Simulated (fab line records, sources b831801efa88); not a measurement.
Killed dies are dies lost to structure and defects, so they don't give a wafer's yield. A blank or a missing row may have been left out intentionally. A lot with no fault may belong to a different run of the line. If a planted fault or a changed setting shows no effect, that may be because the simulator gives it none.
Split-lot study    flow sky130    route with 708 steps; 5 lots, 23 wafers read

## THE SPLIT ITSELF
At SKY_VIA3_CMP_02 (polishes SiO2), the setting leaveAboveRefNm was moved away from the recipe's 465 nm on 6 of the 23 wafers read, by -6.3% to +4.9%. The other wafers ran this setting at the recipe's value.

## FROM THE SPLIT TO THE READING: what the file shows between them, 4 steps
- SKY_VIA3_SOFTBAKE_08: time 90 s (also split here: tempC)
- SKY_VIA3_EXPOSE_09: exposes mask VIM3, target cd 200 nm
- SKY_VIA3_PEB_10
- SKY_VIA3_ETCH_14: etches BARC in N2/H2, stops on SiO2, time 45.9 s, target depth 60 nm

## THE READING
oesProductAu, in a.u., at SKY_VIA3_ETCH_15 (etches SiO2 in C4F8/O2/Ar, stops on TiN, target depth 507 nm, time 78 s). A value of 0.945 a.u. with a standard deviation of 0.0054 a.u. is what fault-free wafers of this fab line usually give.

wafer   tool, chamber at the split  leaveAboveRefNm as run, nm  against the recipe  oesProductAu, a.u.  against lot-mates on the recipe
L074.1  cmp-01, 3                   465                         recipe              0.947               -
L074.2  cmp-01, 2                   487.7                       +4.9%               0.963               +0.017
L074.3  cmp-01, 1                   465                         recipe              0.947               -
L074.4  cmp-01, 0                   465                         recipe              0.943               -
L074.6  cmp-01, 2                   487.7                       +4.9%               0.962               +0.016
L077.1  cmp-01, 0                   465                         recipe              0.951               -
L077.2  cmp-01, 1                   465                         recipe              0.956               -
L077.3  cmp-01, 3                   465                         recipe              0.944               -
L077.4  cmp-01, 2                   465                         recipe              0.954               -
L077.5  cmp-01, 0                   465                         recipe              0.950               -
L079.1  cmp-02, 3                   465                         recipe              0.940               -
L079.4  cmp-02, 0                   465                         recipe              0.938               -
L079.5  cmp-02, 3                   465                         recipe              0.942               -
L080.1  cmp-01, 2                   435.5                       -6.3%               0.908               -0.036
L080.2  cmp-01, 3                   435.5                       -6.3%               0.894               -0.050
L080.4  cmp-01, 0                   465                         recipe              0.945               -
L080.5  cmp-01, 0                   465                         recipe              0.945               -
L080.6  cmp-01, 3                   465                         recipe              0.941               -
L085.1  cmp-01, 3                   465                         recipe              0.948               -
L085.2  cmp-01, 2                   465                         recipe              0.956               -
L085.3  cmp-01, 0                   465                         recipe              0.939               -
L085.4  cmp-01, 1                   447.5                       -3.8%               0.931               -0.017
L085.6  cmp-01, 0                   447.5                       -3.8%               0.928               -0.020

FIT RESULTS
A straight line over all 23 wafers: oesProductAu changes by +0.00539 a.u. for each +1% of leaveAboveRefNm; r = +0.90; the points scatter about the line by 0.007 a.u.
The same after taking each lot's own level away (the mean of its wafers on the recipe; 23 wafers): +0.00529 a.u. for each +1%; r = +0.93; scatter 0.0056 a.u.
That fit puts the effect of the largest move of leaveAboveRefNm on the reading at 0.034 a.u.
The span of the lots' own levels, 0.9400 to 0.9510 a.u., comes to 2.0 times the standard deviation stated above.
Hence the lot-to-lot level has little effect on the slope; both slopes agree.
Check: -0.0347 a.u. against its lot-mates is what the line predicts for one of the wafers moved furthest among these (-6.3%) when that wafer is left out of the fit. It came out at -0.0357 a.u. against them.

## OTHER SPLITS ON THESE WAFERS
Note: prior to the reading, these wafers also went through further splits. Each is held against what the fit with the lots' levels taken away leaves over:
other split on the same wafers         wafers away from the commonest value  r with oesProductAu (lot level and that fit taken away)
SKY_METAL2_SPUTTER_02 powerW           9                                     +0.06
SKY_METAL2_ETCH_18 timeS               11                                    +0.07
SKY_VIA2_COAT_07 resistThkNm           5                                     -0.14
SKY_VIA2_ETCH_15 biasW                 6                                     -0.19
SKY_VIA2_SPUTTER_20 chamberPressurePa  18                                    +0.35
SKY_CAPM_COAT_07 resistThkNm           9                                     -0.07
SKY_CAPM_STRIP_14 o2FlowSccm           6                                     +0.38
SKY_VIA3_SOFTBAKE_08 tempC             2                                     +0.33

## THE WHOLE CHAIN: every reading that the file lists as answering this split, in the file's order
step              what it does                                                             reading                                                                        change (the file's fit)                    r (the file's)
SKY_VIA3_CMP_02   polishes SiO2                                                            SiO2_of_VIA3_HDPCVD_00.thkNm (the simulator's own value, which no gauge read)  +4.66 nm for each +1% of the setting       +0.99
SKY_VIA3_ETCH_15  etches SiO2 in C4F8/O2/Ar, stops on TiN, target depth 507 nm, time 78 s  oesProductAu                                                                   +0.00538 a.u. for each +1% of the setting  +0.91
SKY_VIA3_ETCH_15  etches SiO2 in C4F8/O2/Ar, stops on TiN, target depth 507 nm, time 78 s  VIA3.featureDepthNm (the simulator's own value, which no gauge read)           +4.66 nm for each +1% of the setting       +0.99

## THE FILE'S OWN FIT
oesProductAu changes by +0.00538 a.u. for each +1% of leaveAboveRefNm, r = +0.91.
